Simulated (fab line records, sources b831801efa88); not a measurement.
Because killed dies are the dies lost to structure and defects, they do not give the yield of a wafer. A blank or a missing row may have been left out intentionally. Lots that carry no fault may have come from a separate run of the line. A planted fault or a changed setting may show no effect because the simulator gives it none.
Split-lot trial	flow sky130	route with 708 steps; 5 lots, 23 wafers read

== ABOUT THE SPLIT ==
At SKY_LDD_P_DEVELOP_06 (develop time 60 s), the setting develop time s was moved away from the recipe's 60 s on 6 of the 23 wafers read, by -13.2% to -4.4%. For the rest of the wafers, this setting stayed at what the recipe calls for.

Split to reading: the file shows no intervening step.

== THE READING ==
cd nm (nm) at SKY_LDD_P_CD_MEAS_07, where the cd target is 380 nm. A value of 380.1 nm with a standard deviation of 2.1 nm is what fault-free wafers of this fab line usually give.

wafer	tool, chamber at the split	develop time s as run, s	against the recipe	cd nm, nm	against lot-mates on the recipe
L074.1	litho track-02, 0	52.09	-13.2%	365.4	-15.9
L074.3	litho track-02, 0	60	recipe	381.1	-
L074.4	litho track-02, 0	60	recipe	381.8	-
L074.5	litho track-02, 0	52.09	-13.2%	365.4	-15.9
L074.6	litho track-02, 0	60	recipe	381.1	-
L079.4	litho track-02, 0	60	recipe	377.7	-
L079.5	litho track-02, 0	60	recipe	380.5	-
L079.6	litho track-02, 0	60	recipe	379.8	-
L082.1	litho track-04, 0	60	recipe	381.4	-
L082.2	litho track-04, 0	52.52	-12.5%	367.0	-13.9
L082.4	litho track-04, 0	60	recipe	379.7	-
L082.5	litho track-04, 0	52.52	-12.5%	368.0	-12.9
L082.6	litho track-04, 0	60	recipe	381.5	-
L083.1	litho track-01, 0	57.35	-4.4%	374.5	-5.4
L083.2	litho track-01, 0	60	recipe	379.0	-
L083.3	litho track-01, 0	60	recipe	381.2	-
L083.4	litho track-01, 0	57.35	-4.4%	377.1	-2.8
L083.5	litho track-01, 0	60	recipe	379.6	-
L084.1	litho track-02, 0	60	recipe	378.8	-
L084.2	litho track-02, 0	60	recipe	382.0	-
L084.3	litho track-02, 0	60	recipe	381.5	-
L084.5	litho track-02, 0	60	recipe	379.6	-
L084.6	litho track-02, 0	60	recipe	380.8	-

THE FIT
A straight line over all 23 wafers: cd nm changes by +1.09 nm for each +1% of develop time s; r = +0.98; the points scatter about the line by 1.2 nm.
The same after taking each lot's own level away (the mean of its wafers on the recipe; 23 wafers): +1.14 nm for each +1%; r = +0.98; scatter 1.1 nm.
According to that fit, moving develop time s by its largest amount changes the reading by 15 nm.
The span of the lots' own levels, 379.33 to 381.33 nm, comes to 1.0 times the standard deviation stated above.
The two slopes agree, so the slope changes little with the lot-to-lot level.
Check: for one of the wafers moved furthest among these (-13.2%), held out of the fit, the line's prediction against its lot-mates is -14.6 nm. It came out at -15.9 nm against them.

== OTHER SPLITS ON THESE WAFERS ==
Note: prior to the reading, these wafers also went through further splits. Each is held against what the fit with the lots' levels taken away leaves over:
other split on the same wafers	wafers away from the commonest value	r with cd nm (lot level and that fit taken away)
SKY_POLY_GATE_EXPOSE_10 dose mj	9	-0.07
SKY_POLY_GATE_ETCH_17 time s	4	-0.20
SKY_LDD_N_COAT_02 resist thk nm	9	+0.29
SKY_LDD_N_IMPLANT_12 energy kev	10	-0.21

== THE FILE'S OWN FIT ==
cd nm changes by +1.13 nm for each +1% of develop time s, r = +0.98.
